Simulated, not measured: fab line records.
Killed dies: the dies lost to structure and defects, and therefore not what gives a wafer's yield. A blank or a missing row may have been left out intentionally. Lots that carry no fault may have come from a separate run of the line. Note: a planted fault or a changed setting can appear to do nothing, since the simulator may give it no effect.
8D (eight disciplines) problem report, filled in by code || flow gf180mcu || the parts of the form that need people (team, actions taken, sign-off) are left out

== 1. PROBLEM STATEMENT ==
stripTimeToEndpointS at GF_LVPWELL_STRIP_10 reads a mean of 19.49 s on 6 wafers of 2 lots; wafers without a fault read 37.15 s with a standard deviation of 0.12. That is -99 or more standard deviations from the usual mean.
The step: strips in O2/N2.
First observed at day 6 11:52: wafer L955.1, on plasmaAsher-04. At this step, 42 wafers from 14 lots have a number in the record. Rule for "out" (also "out of limits"): further than 4 standard deviations from the usual mean. Any other wafer with a number is counted as sound.

== 2. WHAT IT IS; WHAT IT IS NOT ==
{"question": "which readings at this step", "is": "stripTimeToEndpointS", "is not": "chamberPressureMTorr, drypumpMotorCurrentA, heaterPowerW, n2FlowSccm, o2FlowSccm"}
{"question": "which lots", "is": "L955, L956", "is not": "L944, L945, L946, L947, L948, L950, L951, L957, L959, L960, L961, L966"}
{"question": "which wafers of those lots", "is": "all that have a number", "is not": "-"}
{"question": "read on which tools", "is": "plasmaAsher-03, plasmaAsher-04", "is not": "plasmaAsher-02"}
{"question": "when", "is": "from day 6 11:52", "is not": "up to then (21 sound wafers); but 15 sound wafers of L957, L959, L960, L961, L966 came after"}

== 3. THE SUSPECTS, EACH WITH WHAT RULES IT OUT ==
Counting: a tool stays on the suspect list if, at a process step up to the reading, it processed all lots that are out and no sound lot following the first of them.
- lithoTrack-03 at GF_LVPWELL_COAT_02 (resist thk 3000 nm): kept. Every lot that is out went through it, starting with L955 (day 6 04:04), and after that it ran no sound lot; the last sound lot it ran before then is L948 (day 4 11:31).
Remaining after the count: lithoTrack-03 at GF_LVPWELL_COAT_02.

== 4. THE CAUSE (what the simulator had put in) ==
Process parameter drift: lithoTrack-03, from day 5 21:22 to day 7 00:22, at GF_LVPWELL_COAT_02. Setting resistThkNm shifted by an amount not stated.
This tool alone remained once counting was done.

== 5. THE CHAIN OF EFFECTS, in route order ==
One row per reading whose mean, taken over the struck wafers that have a number, lies over 3 standard deviations from the usual. Readings are gone through only where the record gives a usual standard deviation; hours: the median, over the lots, of the time from a lot's start at the first step in this table giving one to that lot's start at this step; sigmas: the change measured in usual standard deviations.
{"hours": 0, "step": "GF_LVPWELL_STRIP_10", "reading": "stripTimeToEndpointS", "usual": "37.15 s", "on struck wafers": 19.49, "change": -17.66, "sigmas": "-99 or more"}
Process steps it contains:
- GF_LVPWELL_STRIP_10: strips in O2/N2.
At these later measuring or inspecting steps, every struck wafer for which the step has a row has a number for every such reading, and none has moved that far: GF_NSD_OVL_MEAS_08, GF_PSD_CD_MEAS_07.

== 6. WHAT WOULD HAVE CAUGHT IT SOONER ==
First out-of-limits reading in this record: day 6 11:52, which is 14 hours after fault onset at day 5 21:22.
By day 6 11:52, every lot that is out (2) had started GF_LVPWELL_COAT_02 on lithoTrack-03. A hold on the tool at that time would have spared none of them.
